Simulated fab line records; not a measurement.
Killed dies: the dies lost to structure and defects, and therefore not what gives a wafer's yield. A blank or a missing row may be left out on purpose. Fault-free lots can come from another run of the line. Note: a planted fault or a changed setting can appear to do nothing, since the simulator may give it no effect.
Matching of chambers || flow sky130 || 4 sister chambers for SKY_POLY_GATE_ETCH_17 on rie si-01
The step etches poly-Si in HBr/Cl2, stops on SiO2, target depth 180 nm, time 70.5 s. 27 wafers are shown with their chamber, then 12 later ones without.

== WAFERS PAIRED WITH THEIR CHAMBERS ==
{"wafer": "L074.1", "chamber": 1, "drypump motor current A (A)": 5.9, "oes product au (a.u.)": 0.993, "throttle valve pct (%)": 33.703}
{"wafer": "L074.3", "chamber": 3, "drypump motor current A (A)": 4.8, "oes product au (a.u.)": 0.982, "throttle valve pct (%)": 33.687}
{"wafer": "L074.6", "chamber": 0, "drypump motor current A (A)": 5.7, "oes product au (a.u.)": 0.981, "throttle valve pct (%)": 33.690}
{"wafer": "L075.2", "chamber": 3, "drypump motor current A (A)": 4.8, "oes product au (a.u.)": 0.992, "throttle valve pct (%)": 33.679}
{"wafer": "L075.3", "chamber": 1, "drypump motor current A (A)": 5.9, "oes product au (a.u.)": 0.990, "throttle valve pct (%)": 33.682}
{"wafer": "L075.4", "chamber": 0, "drypump motor current A (A)": 5.7, "oes product au (a.u.)": 0.983, "throttle valve pct (%)": 33.687}
{"wafer": "L078.2", "chamber": 2, "drypump motor current A (A)": 5.5, "oes product au (a.u.)": 0.981, "throttle valve pct (%)": 33.682}
{"wafer": "L078.5", "chamber": 1, "drypump motor current A (A)": 5.9, "oes product au (a.u.)": 0.998, "throttle valve pct (%)": 33.692}
{"wafer": "L078.6", "chamber": 2, "drypump motor current A (A)": 5.5, "oes product au (a.u.)": 0.976, "throttle valve pct (%)": 33.691}
{"wafer": "L079.2", "chamber": 1, "drypump motor current A (A)": 5.9, "oes product au (a.u.)": 1.002, "throttle valve pct (%)": 33.694}
{"wafer": "L079.5", "chamber": 3, "drypump motor current A (A)": 4.8, "oes product au (a.u.)": 0.991, "throttle valve pct (%)": 33.687}
{"wafer": "L079.6", "chamber": 2, "drypump motor current A (A)": 5.4, "oes product au (a.u.)": 0.972, "throttle valve pct (%)": 33.677}
{"wafer": "L080.2", "chamber": 1, "drypump motor current A (A)": 5.9, "oes product au (a.u.)": 0.974, "throttle valve pct (%)": 33.682}
{"wafer": "L080.4", "chamber": 3, "drypump motor current A (A)": 4.8, "oes product au (a.u.)": 0.977, "throttle valve pct (%)": 33.695}
{"wafer": "L080.6", "chamber": 3, "drypump motor current A (A)": 4.8, "oes product au (a.u.)": 0.985, "throttle valve pct (%)": 33.685}
{"wafer": "L084.1", "chamber": 3, "drypump motor current A (A)": 4.8, "oes product au (a.u.)": 0.990, "throttle valve pct (%)": 33.696}
{"wafer": "L084.5", "chamber": 3, "drypump motor current A (A)": 4.8, "oes product au (a.u.)": 0.996, "throttle valve pct (%)": 33.667}
{"wafer": "L084.6", "chamber": 2, "drypump motor current A (A)": 5.4, "oes product au (a.u.)": 0.984, "throttle valve pct (%)": 33.676}
{"wafer": "L085.1", "chamber": 1, "drypump motor current A (A)": 5.9, "oes product au (a.u.)": 0.996, "throttle valve pct (%)": 33.683}
{"wafer": "L085.5", "chamber": 2, "drypump motor current A (A)": 5.5, "oes product au (a.u.)": 0.982, "throttle valve pct (%)": 33.664}
{"wafer": "L085.6", "chamber": 3, "drypump motor current A (A)": 4.9, "oes product au (a.u.)": 1.002, "throttle valve pct (%)": 33.692}
{"wafer": "L087.1", "chamber": 0, "drypump motor current A (A)": 5.7, "oes product au (a.u.)": 0.970, "throttle valve pct (%)": 33.685}
{"wafer": "L087.2", "chamber": 3, "drypump motor current A (A)": 4.8, "oes product au (a.u.)": 0.972, "throttle valve pct (%)": 33.687}
{"wafer": "L087.6", "chamber": 0, "drypump motor current A (A)": 5.7, "oes product au (a.u.)": 0.965, "throttle valve pct (%)": 33.688}
{"wafer": "L090.1", "chamber": 0, "drypump motor current A (A)": 5.7, "oes product au (a.u.)": 0.978, "throttle valve pct (%)": 33.677}
{"wafer": "L090.2", "chamber": 2, "drypump motor current A (A)": 5.4, "oes product au (a.u.)": 0.976, "throttle valve pct (%)": 33.696}
{"wafer": "L090.6", "chamber": 0, "drypump motor current A (A)": 5.7, "oes product au (a.u.)": 0.972, "throttle valve pct (%)": 33.679}

SIGNATURES (averages over the wafers above)
{"reading": "drypump motor current A", "chamber 0": 5.700, "chamber 1": 5.900, "chamber 2": 5.450, "chamber 3": 4.811, "scatter within a chamber": 0.0322}
{"reading": "oes product au", "chamber 0": 0.97483, "chamber 1": 0.99217, "chamber 2": 0.97850, "chamber 3": 0.98744, "scatter within a chamber": 0.00817}
{"reading": "throttle valve pct", "chamber 0": 33.68433, "chamber 1": 33.68933, "chamber 2": 33.68100, "chamber 3": 33.68611, "scatter within a chamber": 0.00881}
Rule: a wafer lies at a distance from a chamber equal to the root of the sum of squares, over the readings, of (its reading less the chamber's mean, divided by the reading's scatter). If the next closest chamber is less than 2 further off than the closest, the wafer can't be placed; otherwise it belongs to the closest. The scatter: the root of (the sum of the squares of (reading less its chamber's mean) over the shown wafers, divided by (wafers less chambers)).

== WAFERS MISSING THEIR CHAMBER ==
{"wafer": "L091.1", "drypump motor current A (A)": 5.9, "oes product au (a.u.)": 0.985, "throttle valve pct (%)": 33.687}
{"wafer": "L091.4", "drypump motor current A (A)": 5.7, "oes product au (a.u.)": 0.978, "throttle valve pct (%)": 33.689}
{"wafer": "L091.5", "drypump motor current A (A)": 4.8, "oes product au (a.u.)": 0.985, "throttle valve pct (%)": 33.679}
{"wafer": "L093.2", "drypump motor current A (A)": 4.8, "oes product au (a.u.)": 0.999, "throttle valve pct (%)": 33.692}
{"wafer": "L093.4", "drypump motor current A (A)": 5.7, "oes product au (a.u.)": 0.976, "throttle valve pct (%)": 33.677}
{"wafer": "L093.6", "drypump motor current A (A)": 5.7, "oes product au (a.u.)": 0.981, "throttle valve pct (%)": 33.691}
{"wafer": "L095.1", "drypump motor current A (A)": 5.8, "oes product au (a.u.)": 0.969, "throttle valve pct (%)": 33.679}
{"wafer": "L095.4", "drypump motor current A (A)": 5.7, "oes product au (a.u.)": 0.986, "throttle valve pct (%)": 33.682}
{"wafer": "L095.5", "drypump motor current A (A)": 5.9, "oes product au (a.u.)": 1.007, "throttle valve pct (%)": 33.671}
{"wafer": "L097.4", "drypump motor current A (A)": 5.9, "oes product au (a.u.)": 0.988, "throttle valve pct (%)": 33.672}
{"wafer": "L097.5", "drypump motor current A (A)": 4.8, "oes product au (a.u.)": 0.997, "throttle valve pct (%)": 33.675}
{"wafer": "L097.6", "drypump motor current A (A)": 5.8, "oes product au (a.u.)": 0.979, "throttle valve pct (%)": 33.681}

== WHICH CHAMBER EACH WENT THROUGH ==
{"wafer": "L091.1", "from the rows above": 1, "in truth": 1}
{"wafer": "L091.4", "from the rows above": 0, "in truth": 0}
{"wafer": "L091.5", "from the rows above": 3, "in truth": 3}
{"wafer": "L093.2", "from the rows above": 3, "in truth": 3}
{"wafer": "L093.4", "from the rows above": 0, "in truth": 0}
{"wafer": "L093.6", "from the rows above": 0, "in truth": 0}
{"wafer": "L095.1", "from the rows above": "can't be placed: 0 or 1", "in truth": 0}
{"wafer": "L095.4", "from the rows above": 0, "in truth": 0}
{"wafer": "L095.5", "from the rows above": 1, "in truth": 1}
{"wafer": "L097.4", "from the rows above": 1, "in truth": 1}
{"wafer": "L097.5", "from the rows above": 3, "in truth": 3}
{"wafer": "L097.6", "from the rows above": "can't be placed: 0 or 1", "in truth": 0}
Placed correctly: 10 of 12. From these rows, 2 cannot be placed; in 2 the true chamber is one of the candidates. Placed wrongly: 0.
